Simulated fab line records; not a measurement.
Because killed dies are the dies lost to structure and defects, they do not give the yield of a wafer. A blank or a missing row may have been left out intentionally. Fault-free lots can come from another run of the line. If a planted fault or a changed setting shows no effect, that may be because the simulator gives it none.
A struck lot beside a sound one || flow sky130 || 22 out of 708 route steps
Sound: the wafers L864.3, L864.5, L864.6. The struck wafers were L878.1, L878.3, L878.4. The cause is given at the end.
For every step that has rows: the tool of each side, followed by ch and its chambers, followed by its first start. Under that, the readings that differ: sound wafers || struck wafers || difference of the means || sigmas: that difference in standard deviations of wafers without a fault.
alike: same words and numbers on both sides, and readings whose means sit less than 2 such deviations apart. not compared: any withheld reading, any reading some wafer has no value for, any bound like >300 that may hide the same value, and any number with overlapping values for which the record gives no deviation.
A row with sigmas, a row that says differs or no value, or rows on one side alone: a step with any of these is where the two part. Non-overlapping numbers with no deviation appear without sigmas and do not part them. A reading missing from all wafers of one side parts the sides only when that side holds two or more wafers.

first, 8 steps without rows for these wafers: SKY_DNWELL_DEHYDRATE_00 (time 60 s); SKY_DNWELL_HMDS_01 (prime time 60 s); SKY_DNWELL_COAT_02 (resist thk 3000 nm); SKY_DNWELL_SOFTBAKE_03; SKY_DNWELL_EXPOSE_04 (exposes mask DNM, target cd 3000 nm); SKY_DNWELL_PEB_05; SKY_DNWELL_DEVELOP_06 (develop time 60 s); SKY_DNWELL_IMPLANT_07.
SKY_DNWELL_STRIP_08: strips in O2/N2.
  sound on plasmaAsher-03 ch 0,1, day 3 04:43; struck on plasmaAsher-01 ch 0,1, day 6 15:14
  alike: drypumpMotorCurrentA, oesProductAu, stripTimeToEndpointS
  not compared: rfHoursCounterH
SKY_DNWELL_TW_MEAS_09:
  struck on filmMetro-02, day 6 15:20; sound on filmMetro-03, day 3 04:49
{"reading": "DNWELL_TW", "sound": "1126 1128 1126", "struck": "1107 1107 1109", "difference": -19, "sigmas": -2}
then, 2 steps without rows for these wafers: SKY_PWDE_DEHYDRATE_00 (time 60 s); SKY_PWDE_HMDS_01 (prime time 60 s).
SKY_PWDE_COAT_02: resist thk 3000 nm.
  sound on lithoTrack-01 ch 0, day 3 12:08; struck on lithoTrack-01 ch 0, day 7 00:50
{"reading": "model.coat_of_PWDE_COAT_02.thkNm (nm)", "sound": "3000 2995 2991", "struck": "1445 1449 1449", "difference": -1548, "sigmas": ""}
then, 3 steps without rows for these wafers: SKY_PWDE_SOFTBAKE_03; SKY_PWDE_EXPOSE_04 (exposes mask PWDEM, target cd 840 nm); SKY_PWDE_PEB_05.
SKY_PWDE_DEVELOP_06: develop time 60 s.
  sound on lithoTrack-01 ch 0; struck on lithoTrack-04 ch 0
{"reading": "model.coat_of_PWDE_COAT_02.thkNm (nm)", "sound": "2996 2991 2986", "struck": "1441 1445 1445", "difference": -1547, "sigmas": ""}
SKY_PWDE_OVL_MEAS_07:
  struck on overlay-02, day 7 11:07; sound on overlay-02, day 3 20:36
  alike: PWDE_OVL
following that, these wafers have no rows for 1 step: SKY_PWDE_IMPLANT_08.
SKY_PWDE_STRIP_09: strips in O2/N2.
  sound on plasmaAsher-04 ch 0,1, day 3 20:48; struck on plasmaAsher-01 ch 0,1, day 7 11:17
{"reading": "stripTimeToEndpointS (s)", "sound": "36.92 36.86 36.78", "struck": "18.77 18.82 18.85", "difference": -18.04, "sigmas": "-99 or more"}
  alike: drypumpMotorCurrentA, oesProductAu
  not compared: rfHoursCounterH
SKY_PWDE_TW_MEAS_10:
  struck on filmMetro-03, day 7 11:23; sound on filmMetro-02, day 3 20:53
  alike: PWDE_TW
-- the record jumps here: 42 days lie between the struck wafers' starts before and after (it left off in module PWDE and takes up again in module PAD_OPEN, whose first step shown is number 708 of the route) --
SKY_PAD_OPEN_PROBE_99:
  struck on prober-01, day 49 16:42; sound on prober-01, day 45 18:58
{"reading": "model.etest.res_p_drift_20v.lineOhmUm", "sound": "1.118e+04 1.126e+04 1.17e+04", "struck": "9118 9694 9658", "difference": -1890, "sigmas": ""}
{"reading": "model.etest.res_p_drift_20v.widthNm (nm)", "sound": "829 831 826.4", "struck": "965.1 961.9 965.8", "difference": "+135.5", "sigmas": ""}

== WHERE THEY PART ==
Earliest at SKY_DNWELL_TW_MEAS_09; latest, in this record, at SKY_PWDE_STRIP_09. Later steps at which nothing parts them and some readings are alike: SKY_PWDE_TW_MEAS_10.

WHY: the cause the simulator had injected
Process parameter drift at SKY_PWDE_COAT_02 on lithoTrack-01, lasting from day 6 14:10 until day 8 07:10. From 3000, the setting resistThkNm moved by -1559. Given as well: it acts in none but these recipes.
